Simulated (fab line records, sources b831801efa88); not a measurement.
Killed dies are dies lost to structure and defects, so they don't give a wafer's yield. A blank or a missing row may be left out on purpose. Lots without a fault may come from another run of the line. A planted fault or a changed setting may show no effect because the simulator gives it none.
A struck lot beside a sound one | flow gf180mcu | 17 steps out of a route of 602
Sound: wafers L649.2, L649.5, L649.6. Struck: wafers L661.3, L661.4, L661.5. The cause comes at the end.
At each step with rows: each side's tool, then ch and its chambers, then its first start. Under that, the readings that differ: sound wafers | struck wafers | difference of the means | sigmas: that difference in standard deviations of wafers without a fault.
alike: readings whose means differ by less than 2 such deviations, and words and numbers that are the same on both sides. not compared: withheld readings, readings that some wafer has no value for, bounds like >300 that may hide the same value, and numbers for which the record gives no deviation and whose values overlap.
The two part at a step that has a row with sigmas, a row that says differs or no value, or rows on one side only. Numbers that don't overlap but have no deviation are shown without sigmas and don't part them. A reading that every wafer of one side lacks parts them only if that side has two wafers or more.

first, 6 steps without rows for these wafers: GF_M4_HMDS_08 (prime time 60 s); GF_M4_COAT_09 (resist thk 1000 nm); GF_M4_SOFTBAKE_10 (time 60 s); GF_M4_EXPOSE_11 (exposes mask Metal4, target cd 280 nm); GF_M4_PEB_12 (peb time 90 s); GF_M4_DEVELOP_13 (develop time 60 s).
GF_M4_CD_MEAS_14: target cd 280 nm.
  sound on cd_sem-01, day 24 01:05; struck on cd_sem-01, day 28 02:50
  reading    | sound             | struck            | difference | sigmas
  cd_nm (nm) | 278.6 278.2 278.4 | 281.9 281.5 281.0 | +3.1       | +3
GF_M4_OVL_MEAS_15:
  sound on overlay-02, day 24 01:11; struck on overlay-02, day 28 02:56
  alike: M4_OVL
GF_M4_METAL_ETCH_16: etches the open film in Cl2/BCl3, stops on SiO2, target depth 627.5 nm, time 104.6 s.
  sound on rie_metal-03 ch 0,1, day 24 01:13; struck on rie_metal-01 ch 0,1, day 28 03:00
  alike: drypump_motor_current_A, oes_product_au, throttle_valve_pct
  not compared: rf_hours_counter_h
GF_M4_STRIP_17: strips in O2/N2.
  sound on plasma_asher-04 ch 0,1, day 24 01:19; struck on plasma_asher-04 ch 0,1, day 28 03:07
  reading                      | sound          | struck         | difference | sigmas
  strip_time_to_endpoint_s (s) | 7.81 7.78 7.79 | 7.89 7.91 7.90 | +0.11      | +2
  alike: drypump_motor_current_A, heater_power_w, oes_product_au
  not compared: rf_hours_counter_h
then, 2 steps without rows for these wafers: GF_M4_STRIP_18 (strips in post etch residue remover, time 1200 s); GF_M4_CLEAN_19 (cleans in DIW).
GF_V4_CVD_00: deposits SiO2, target thk 600 nm, time 100 s.
  sound on hdpcvd-02 ch 1,2, day 24 01:52; struck on hdpcvd-01 ch 0,2, day 28 03:40
  no value came back on the struck wafers for pressure_mtorr (mTorr), run_length_s (s); on the sound wafers pressure_mtorr (mTorr) reads 5.981 5.980 6.004
GF_V4_CVD_02: deposits SiO2 from TEOS, target thk 850 nm, time 94.851 s.
  sound on pecvd-01 ch 1,2, day 24 02:00; struck on pecvd-03 ch 0,1, day 28 03:48
  alike: heater_power_outer_w, heater_power_w
GF_V4_CMP_04: polishes SiO2.
  sound on cmp-01 ch 0,1,2, day 24 02:14; struck on cmp-01 ch 0,3, day 28 03:58
  alike: motor_current_A
GF_V4_BOW_MEAS_05:
  sound on film_metro-01, day 24 02:27; struck on film_metro-01, day 28 04:19
  reading     | sound       | struck      | difference | sigmas
  V4_BOW (um) | 137 122 135 | 110 112 106 | -22        | -3
then, 1 step without rows for these wafers: GF_V4_DEHYDRATE_06 (time 60 s).

WHERE THEY PART
First at GF_M4_CD_MEAS_14; last, within this record, at GF_V4_BOW_MEAS_05.

WHY: what the simulator had put in
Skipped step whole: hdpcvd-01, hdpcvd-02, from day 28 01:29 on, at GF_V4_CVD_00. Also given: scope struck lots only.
